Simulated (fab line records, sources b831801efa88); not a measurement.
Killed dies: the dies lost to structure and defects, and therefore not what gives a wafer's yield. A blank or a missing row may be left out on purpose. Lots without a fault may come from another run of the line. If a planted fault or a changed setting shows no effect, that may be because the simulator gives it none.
Which of the tools did it? :: flow sky130 :: 39 wafers from 13 lots sampled at 6 of the route's 708 steps

WHAT EACH GAUGE READ, for each wafer
SKY_LDD_HVN_OVL_MEAS_07.
lot: L611
measured: day 19 23:03
on: overlay-02
LDD_HVN_OVL (nm): 0.3 -1.6 0.1

lot: L612
measured: day 20 11:30
on: overlay-02
LDD_HVN_OVL (nm): 1.2 0.5 -0.5

lot: L613
measured: day 22 11:52
on: overlay-02
LDD_HVN_OVL (nm): 2.0 2.6 1.5

lot: L614
measured: day 22 12:10
on: overlay-01
LDD_HVN_OVL (nm): 0.7 2.8 2.9

lot: L616
measured: day 22 22:25
on: overlay-02
LDD_HVN_OVL (nm): 0.0 -1.6 0.3

lot: L621
measured: day 23 15:45
on: overlay-01
LDD_HVN_OVL (nm): 0.5 0.0 -0.3

lot: L620
measured: day 23 23:03
on: overlay-01
LDD_HVN_OVL (nm): 0.3 1.0 1.2

lot: L623
measured: day 24 11:23
on: overlay-01
LDD_HVN_OVL (nm): 0.7 0.6 0.8

lot: L629
measured: day 26 16:14
on: overlay-02
LDD_HVN_OVL (nm): -0.3 0.1 -1.1

lot: L630
measured: day 27 01:19
on: overlay-01
LDD_HVN_OVL (nm): 2.1 2.5 3.5

lot: L631
measured: day 27 06:50
on: overlay-01
LDD_HVN_OVL (nm): -0.9 1.4 1.2

lot: L633
measured: day 28 01:23
on: overlay-02
LDD_HVN_OVL (nm): -0.3 -0.1 0.7

lot: L634
measured: day 28 05:54
on: overlay-02
LDD_HVN_OVL (nm): 2.0 1.2 1.6

SKY_SD_N_TW_MEAS_12.
lot: L611
measured: day 27 14:22
on: film-metro-03
SD_N_TW: 3983 3984 3974

lot: L612
measured: day 28 00:24
on: film-metro-03
SD_N_TW: 3960 3964 3961

lot: L613
measured: day 29 18:27
on: film-metro-02
SD_N_TW: 3985 3980 3957

lot: L614
measured: day 29 23:15
on: film-metro-02
SD_N_TW: 3978 3937 3941

lot: L616
measured: day 30 08:04
on: film-metro-04
SD_N_TW: 3988 3990 3964

lot: L621
measured: day 31 00:44
on: film-metro-02
SD_N_TW: 3933 3927 3910

lot: L620
measured: day 31 06:50
on: film-metro-02
SD_N_TW: 3941 3925 3921

lot: L623
measured: day 31 16:06
on: film-metro-03
SD_N_TW: 221 222 219

lot: L629
measured: day 33 18:58
on: film-metro-02
SD_N_TW: 3913 3922 3928

lot: L630
measured: day 34 03:02
on: film-metro-03
SD_N_TW: 3976 3991 3980

lot: L631
measured: day 34 05:26
on: film-metro-02
SD_N_TW: 3963 3964 3940

lot: L633
measured: day 35 02:04
on: film-metro-04
SD_N_TW: 3980 3973 3972

lot: L634
measured: day 35 02:33
on: film-metro-04
SD_N_TW: 3931 3945 3952

SKY_SD_N_RS_MEAS_18: uses a four-point probe to measure.
lot: L611
measured: day 27 14:55
on: film-metro-02
RES_XHIGH_RS (ohm/sq): 331.1 332.0 330.0

lot: L612
measured: day 28 00:56
on: film-metro-04
RES_XHIGH_RS (ohm/sq): 333.9 333.1 333.8

lot: L613
measured: day 29 18:58
on: film-metro-04
RES_XHIGH_RS (ohm/sq): 332.7 331.8 332.3

lot: L614
measured: day 29 23:47
on: film-metro-02
RES_XHIGH_RS (ohm/sq): 333.0 333.6 332.0

lot: L616
measured: day 30 08:37
on: film-metro-03
RES_XHIGH_RS (ohm/sq): 335.2 334.7 334.9

lot: L621
measured: day 31 01:16
on: film-metro-02
RES_XHIGH_RS (ohm/sq): 333.3 333.6 332.4

lot: L620
measured: day 31 07:23
on: film-metro-03
RES_XHIGH_RS (ohm/sq): 333.2 333.9 333.9

lot: L623
measured: day 31 16:38
on: film-metro-04
RES_XHIGH_RS (ohm/sq): 334.0 333.9 333.1

lot: L629
measured: day 33 19:30
on: film-metro-04
RES_XHIGH_RS (ohm/sq): 334.4 333.6 333.2

lot: L630
measured: day 34 03:34
on: film-metro-03
RES_XHIGH_RS (ohm/sq): 335.1 335.5 334.6

lot: L631
measured: day 34 05:58
on: film-metro-03
RES_XHIGH_RS (ohm/sq): 333.5 332.7 332.5

lot: L633
measured: day 35 02:37
on: film-metro-03
RES_XHIGH_RS (ohm/sq): 332.7 334.3 333.1

lot: L634
measured: day 35 03:04
on: film-metro-04
RES_XHIGH_RS (ohm/sq): 332.8 333.3 333.2

EACH LOT AND THE TOOL THAT RAN IT (in order: tool; ch and the chambers of the sampled wafers; start)
lot: L611
SKY_LDD_LDN_STRIP_12: plasma-asher-02 ch 0,1, day 22 13:49
SKY_RES_XHIGH_STRIP_08: plasma-asher-03 ch 0,1, day 26 08:44
SKY_SD_N_STRIP_11: plasma-asher-01 ch 0,1, day 27 14:17

lot: L612
SKY_LDD_LDN_STRIP_12: plasma-asher-01 ch 0,1, day 23 00:58
SKY_RES_XHIGH_STRIP_08: plasma-asher-04 ch 0,1, day 26 18:36
SKY_SD_N_STRIP_11: plasma-asher-02 ch 0,1, day 28 00:18

lot: L613
SKY_LDD_LDN_STRIP_12: plasma-asher-02 ch 0,1, day 24 23:56
SKY_RES_XHIGH_STRIP_08: plasma-asher-02 ch 0,1, day 28 15:10
SKY_SD_N_STRIP_11: plasma-asher-01 ch 0,1, day 29 18:21

lot: L614
SKY_LDD_LDN_STRIP_12: plasma-asher-02 ch 0,1, day 25 00:26
SKY_RES_XHIGH_STRIP_08: plasma-asher-02 ch 0,1, day 28 20:16
SKY_SD_N_STRIP_11: plasma-asher-01 ch 1, day 29 23:09

lot: L616
SKY_LDD_LDN_STRIP_12: plasma-asher-04 ch 0,1, day 25 09:58
SKY_RES_XHIGH_STRIP_08: plasma-asher-04 ch 0,1, day 29 03:59
SKY_SD_N_STRIP_11: plasma-asher-04 ch 0,1, day 30 07:59

lot: L621
SKY_LDD_LDN_STRIP_12: plasma-asher-01 ch 0,1, day 26 03:17
SKY_RES_XHIGH_STRIP_08: plasma-asher-02 ch 0,1, day 29 21:03
SKY_SD_N_STRIP_11: plasma-asher-02 ch 0,1, day 31 00:38

lot: L620
SKY_LDD_LDN_STRIP_12: plasma-asher-04 ch 0,1, day 26 10:26
SKY_RES_XHIGH_STRIP_08: plasma-asher-02 ch 0,1, day 30 02:35
SKY_SD_N_STRIP_11: plasma-asher-04 ch 0,1, day 31 06:44

lot: L623
SKY_LDD_LDN_STRIP_12: plasma-asher-02 ch 0,1, day 26 21:53
SKY_RES_XHIGH_STRIP_08: plasma-asher-03 ch 0,1, day 30 11:45
SKY_SD_N_STRIP_11: plasma-asher-01 ch 0,1, day 31 16:00

lot: L629
SKY_LDD_LDN_STRIP_12: plasma-asher-02 ch 0,1, day 29 02:16
SKY_RES_XHIGH_STRIP_08: plasma-asher-03 ch 0,1, day 32 15:45
SKY_SD_N_STRIP_11: plasma-asher-02 ch 0,1, day 33 18:51

lot: L630
SKY_LDD_LDN_STRIP_12: plasma-asher-01 ch 0,1, day 29 11:19
SKY_RES_XHIGH_STRIP_08: plasma-asher-03 ch 0,1, day 32 23:45
SKY_SD_N_STRIP_11: plasma-asher-02 ch 0,1, day 34 02:56

lot: L631
SKY_LDD_LDN_STRIP_12: plasma-asher-02 ch 0,1, day 29 14:32
SKY_RES_XHIGH_STRIP_08: plasma-asher-03 ch 1, day 33 02:13
SKY_SD_N_STRIP_11: plasma-asher-01 ch 0,1, day 34 05:20

lot: L633
SKY_LDD_LDN_STRIP_12: plasma-asher-01 ch 0,1, day 30 10:01
SKY_RES_XHIGH_STRIP_08: plasma-asher-02 ch 0,1, day 33 22:23
SKY_SD_N_STRIP_11: plasma-asher-01 ch 0,1, day 35 01:59

lot: L634
SKY_LDD_LDN_STRIP_12: plasma-asher-04 ch 0,1, day 30 12:58
SKY_RES_XHIGH_STRIP_08: plasma-asher-03 ch 0,1, day 33 23:15
SKY_SD_N_STRIP_11: plasma-asher-04 ch 0,1, day 35 02:27
- SKY_LDD_LDN_STRIP_12: strips in O2/N2.
- SKY_RES_XHIGH_STRIP_08: strips in O2/N2.
- SKY_SD_N_STRIP_11: strips in O2/N2.

WHAT THE TOOLS THEMSELVES READ (means of the sampled wafers that have a number; where no wafer has one, the mark that the record gives instead)
SKY_LDD_LDN_STRIP_12.
lot: L611
tool: plasma-asher-02
drypump-motor-current-A (A): 5.2
oes-product-au (a.u.): 0.716
strip-time-to-endpoint-s (s): 14.24

lot: L612
tool: plasma-asher-01
drypump-motor-current-A (A): 5.7
oes-product-au (a.u.): 0.716
strip-time-to-endpoint-s (s): 14.21

lot: L613
tool: plasma-asher-02
drypump-motor-current-A (A): 5.2
oes-product-au (a.u.): 0.718
strip-time-to-endpoint-s (s): 14.19

lot: L614
tool: plasma-asher-02
drypump-motor-current-A (A): 5.2
oes-product-au (a.u.): 0.711
strip-time-to-endpoint-s (s): 14.17

lot: L616
tool: plasma-asher-04
drypump-motor-current-A (A): 6.0
oes-product-au (a.u.): 0.720
strip-time-to-endpoint-s (s): 14.18

lot: L621
tool: plasma-asher-01
drypump-motor-current-A (A): 5.4
oes-product-au (a.u.): 0.718
strip-time-to-endpoint-s (s): 14.12

lot: L620
tool: plasma-asher-04
drypump-motor-current-A (A): 6.0
oes-product-au (a.u.): 0.716
strip-time-to-endpoint-s (s): 14.21

lot: L623
tool: plasma-asher-02
drypump-motor-current-A (A): 5.1
oes-product-au (a.u.): 0.712
strip-time-to-endpoint-s (s): 14.12

lot: L629
tool: plasma-asher-02
drypump-motor-current-A (A): 5.2
oes-product-au (a.u.): 0.715
strip-time-to-endpoint-s (s): 14.20

lot: L630
tool: plasma-asher-01
drypump-motor-current-A (A): 5.7
oes-product-au (a.u.): 0.715
strip-time-to-endpoint-s (s): 14.16

lot: L631
tool: plasma-asher-02
drypump-motor-current-A (A): 5.2
oes-product-au (a.u.): 0.713
strip-time-to-endpoint-s (s): 14.16

lot: L633
tool: plasma-asher-01
drypump-motor-current-A (A): 5.6
oes-product-au (a.u.): 0.717
strip-time-to-endpoint-s (s): 14.13

lot: L634
tool: plasma-asher-04
drypump-motor-current-A (A): 6.0
oes-product-au (a.u.): 0.714
strip-time-to-endpoint-s (s): 14.22

SKY_RES_XHIGH_STRIP_08.
lot: L611
tool: plasma-asher-03
drypump-motor-current-A (A): 6.3
oes-product-au (a.u.): 0.713
strip-time-to-endpoint-s (s): 14.29

lot: L612
tool: plasma-asher-04
drypump-motor-current-A (A): 6.0
oes-product-au (a.u.): 0.715
strip-time-to-endpoint-s (s): 14.29

lot: L613
tool: plasma-asher-02
drypump-motor-current-A (A): 5.1
oes-product-au (a.u.): 0.714
strip-time-to-endpoint-s (s): 14.34

lot: L614
tool: plasma-asher-02
drypump-motor-current-A (A): 5.2
oes-product-au (a.u.): 0.711
strip-time-to-endpoint-s (s): 14.29

lot: L616
tool: plasma-asher-04
drypump-motor-current-A (A): 6.0
oes-product-au (a.u.): 0.711
strip-time-to-endpoint-s (s): 14.26

lot: L621
tool: plasma-asher-02
drypump-motor-current-A (A): 5.2
oes-product-au (a.u.): 0.710
strip-time-to-endpoint-s (s): 14.30

lot: L620
tool: plasma-asher-02
drypump-motor-current-A (A): 5.2
oes-product-au (a.u.): 0.713
strip-time-to-endpoint-s (s): 14.24

lot: L623
tool: plasma-asher-03
drypump-motor-current-A (A): 6.3
oes-product-au (a.u.): 0.952
strip-time-to-endpoint-s (s): -

lot: L629
tool: plasma-asher-03
drypump-motor-current-A (A): 6.3
oes-product-au (a.u.): 0.708
strip-time-to-endpoint-s (s): 14.25

lot: L630
tool: plasma-asher-03
drypump-motor-current-A (A): 6.0
oes-product-au (a.u.): 0.708
strip-time-to-endpoint-s (s): 14.22

lot: L631
tool: plasma-asher-03
drypump-motor-current-A (A): 5.8
oes-product-au (a.u.): 0.715
strip-time-to-endpoint-s (s): 14.24

lot: L633
tool: plasma-asher-02
drypump-motor-current-A (A): 5.2
oes-product-au (a.u.): 0.712
strip-time-to-endpoint-s (s): 14.28

lot: L634
tool: plasma-asher-03
drypump-motor-current-A (A): 6.1
oes-product-au (a.u.): 0.712
strip-time-to-endpoint-s (s): 14.33

SKY_SD_N_STRIP_11.
lot: L611
tool: plasma-asher-01
drypump-motor-current-A (A): 5.6
oes-product-au (a.u.): 0.527
strip-time-to-endpoint-s (s): 22.40

lot: L612
tool: plasma-asher-02
drypump-motor-current-A (A): 5.2
oes-product-au (a.u.): 0.526
strip-time-to-endpoint-s (s): 22.39

lot: L613
tool: plasma-asher-01
drypump-motor-current-A (A): 5.4
oes-product-au (a.u.): 0.529
strip-time-to-endpoint-s (s): 22.37

lot: L614
tool: plasma-asher-01
drypump-motor-current-A (A): 5.2
oes-product-au (a.u.): 0.526
strip-time-to-endpoint-s (s): 22.41

lot: L616
tool: plasma-asher-04
drypump-motor-current-A (A): 6.0
oes-product-au (a.u.): 0.530
strip-time-to-endpoint-s (s): 22.35

lot: L621
tool: plasma-asher-02
drypump-motor-current-A (A): 5.2
oes-product-au (a.u.): 0.527
strip-time-to-endpoint-s (s): 22.36

lot: L620
tool: plasma-asher-04
drypump-motor-current-A (A): 6.0
oes-product-au (a.u.): 0.527
strip-time-to-endpoint-s (s): 22.38

lot: L623
tool: plasma-asher-01
drypump-motor-current-A (A): 5.4
oes-product-au (a.u.): 0.549
strip-time-to-endpoint-s (s): 24.16

lot: L629
tool: plasma-asher-02
drypump-motor-current-A (A): 5.2
oes-product-au (a.u.): 0.531
strip-time-to-endpoint-s (s): 22.39

lot: L630
tool: plasma-asher-02
drypump-motor-current-A (A): 5.2
oes-product-au (a.u.): 0.529
strip-time-to-endpoint-s (s): 22.38

lot: L631
tool: plasma-asher-01
drypump-motor-current-A (A): 5.7
oes-product-au (a.u.): 0.530
strip-time-to-endpoint-s (s): 22.38

lot: L633
tool: plasma-asher-01
drypump-motor-current-A (A): 5.6
oes-product-au (a.u.): 0.529
strip-time-to-endpoint-s (s): 22.37

lot: L634
tool: plasma-asher-04
drypump-motor-current-A (A): 6.0
oes-product-au (a.u.): 0.524
strip-time-to-endpoint-s (s): 22.39

THE ANSWER, worked out from the rows above alone
Rule: usual is defined by the lots themselves. The widest of any qualifying gaps counts: lots, ordered by their means at a reading, are off when they make up no more than a third of the lots, leave a main group of 4 or more, and stand apart from it by 3 or more times the standard deviation of that group's means. A main group whose means are all the same, to the digits that the tables above print for the reading, isn't used. Also off: a lot with no number at a reading for which 4 or more lots have one. Any other lot the step has rows for is counted as sound. The gauges are gone through in route order, then the tools' own readings, and for those a lot's mean is taken as printed above. At the first step where some lot is off, the reading lying furthest off is the one used; lots without a number count as furthest.
Off: at SKY_SD_N_TW_MEAS_12 (SD_N_TW), L623. The main group has a mean of 3956 with a standard deviation of 22.
A tool fits if, at a process step before that reading, it ran every lot that is off, and no sound lot after the first of them. The gauges at SKY_SD_N_TW_MEAS_12 aren't tried: what is off there is off at SKY_RES_XHIGH_STRIP_08 too, on other tools, and a gauge's error can't cause that. None of those tried fits.

WHAT THE SIMULATOR HAD PUT IN
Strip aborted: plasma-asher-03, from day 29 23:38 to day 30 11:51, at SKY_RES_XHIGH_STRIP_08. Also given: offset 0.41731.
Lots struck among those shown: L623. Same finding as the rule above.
